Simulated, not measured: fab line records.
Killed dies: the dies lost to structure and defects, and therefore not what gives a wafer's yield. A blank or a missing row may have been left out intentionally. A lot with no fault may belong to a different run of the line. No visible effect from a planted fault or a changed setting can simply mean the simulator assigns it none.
Problem report in the 8D (eight disciplines) form, filled by code | flow sky130 | the parts of the form that need people (team, actions taken, sign-off) are left out

== 1. WHAT WENT WRONG ==
bias_w at SKY_VIA3_ETCH_14 reads a mean of 113.48 W on 6 wafers of 2 lots; wafers without a fault read 99.96 W with a standard deviation of 0.29. Relative to the usual mean, that is a shift of +47 standard deviations.
The step: etches BARC in N2/H2, stops on SiO2, time 45.9 s, target depth 60 nm.
First seen on wafer L435.1, day 45 00:58, on rie_diel-04. At this step, 33 wafers from 11 lots have a number in the record. By rule, "out" or "out of limits" means more than 4 standard deviations away from the usual mean. All remaining wafers that have a number are taken as sound.

== 2. WHAT IT IS; WHAT IT IS NOT ==
question                    | is                     | is not
which readings at this step | bias_w                 | drypump_motor_current_A, oes_product_au, throttle_valve_pct
which lots                  | L435, L437             | L419, L420, L421, L427, L428, L433, L439, L441, L442
which wafers of those lots  | all that have a number | -
read on which tools         | rie_diel-04            | rie_diel-02, rie_diel-03
when                        | from day 45 00:58      | up to then (18 sound wafers); but 9 sound wafers of L439, L441, L442 came after

== 3. SUSPECTS, AND WHAT RULES EACH OUT ==
Counting: a tool at any process step up to the reading remains a suspect when it ran all the lots that are out and ran no sound lot after the first of those.
- rie_metal-02 at SKY_METAL3_METAL_ETCH_18 (etches the open film in Cl2/BCl3, stops on SiO2, target depth 845 nm, time 183.1 s): ruled out as a lasting fault. Sound lots L439 ran on it after its first lot that is out, L435 (day 44 00:55).
- cmp-01 at SKY_VIA3_CMP_02 (polishes SiO2): ruled out as a lasting fault. Sound lots L439, L441, L442 ran on it after its first lot that is out, L435 (day 44 01:54).
- rie_diel-04 at SKY_VIA3_ETCH_14 (etches BARC in N2/H2, stops on SiO2, time 45.9 s, target depth 60 nm): kept. It ran every lot that is out, first L435 (day 45 00:58), and no sound lot after that; its last sound lot up to then is L428 (day 42 01:46). Out on those wafers are its own readings of bias_w.
The count leaves rie_diel-04 at SKY_VIA3_ETCH_14.

== 4. THE CAUSE (what the simulator had put in) ==
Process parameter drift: rie_diel-04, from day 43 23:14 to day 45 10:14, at SKY_VIA3_ETCH_14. Setting bias_w, moved by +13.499, from 100. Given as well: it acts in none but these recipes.
Only this tool survived the counting.

== 5. SEQUENCE OF EFFECTS, ordered by route ==
Each row: a reading where the mean over the struck wafers with a number is more than 3 standard deviations away from the usual. Readings are gone through only where the record gives a usual standard deviation; hours: the median, over the lots, of the time from a lot's start at the first step in this table giving one to that lot's start at this step; sigmas: the change measured in usual standard deviations.
hours | step             | reading | usual   | on struck wafers | change | sigmas
0     | SKY_VIA3_ETCH_14 | bias_w  | 99.96 W | 113.48           | +13.52 | +47
The process steps in it:
- SKY_VIA3_ETCH_14: etches BARC in N2/H2, stops on SiO2, time 45.9 s, target depth 60 nm.
At these later measuring or inspecting steps, every struck wafer for which the step has a row has a number for every such reading, and none has moved that far: SKY_VIA3_RS_MEAS_22.

== 6. WHAT WOULD HAVE CAUGHT IT SOONER ==
First out-of-limits reading in this record: day 45 00:58, which is 26 hours after fault onset at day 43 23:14.
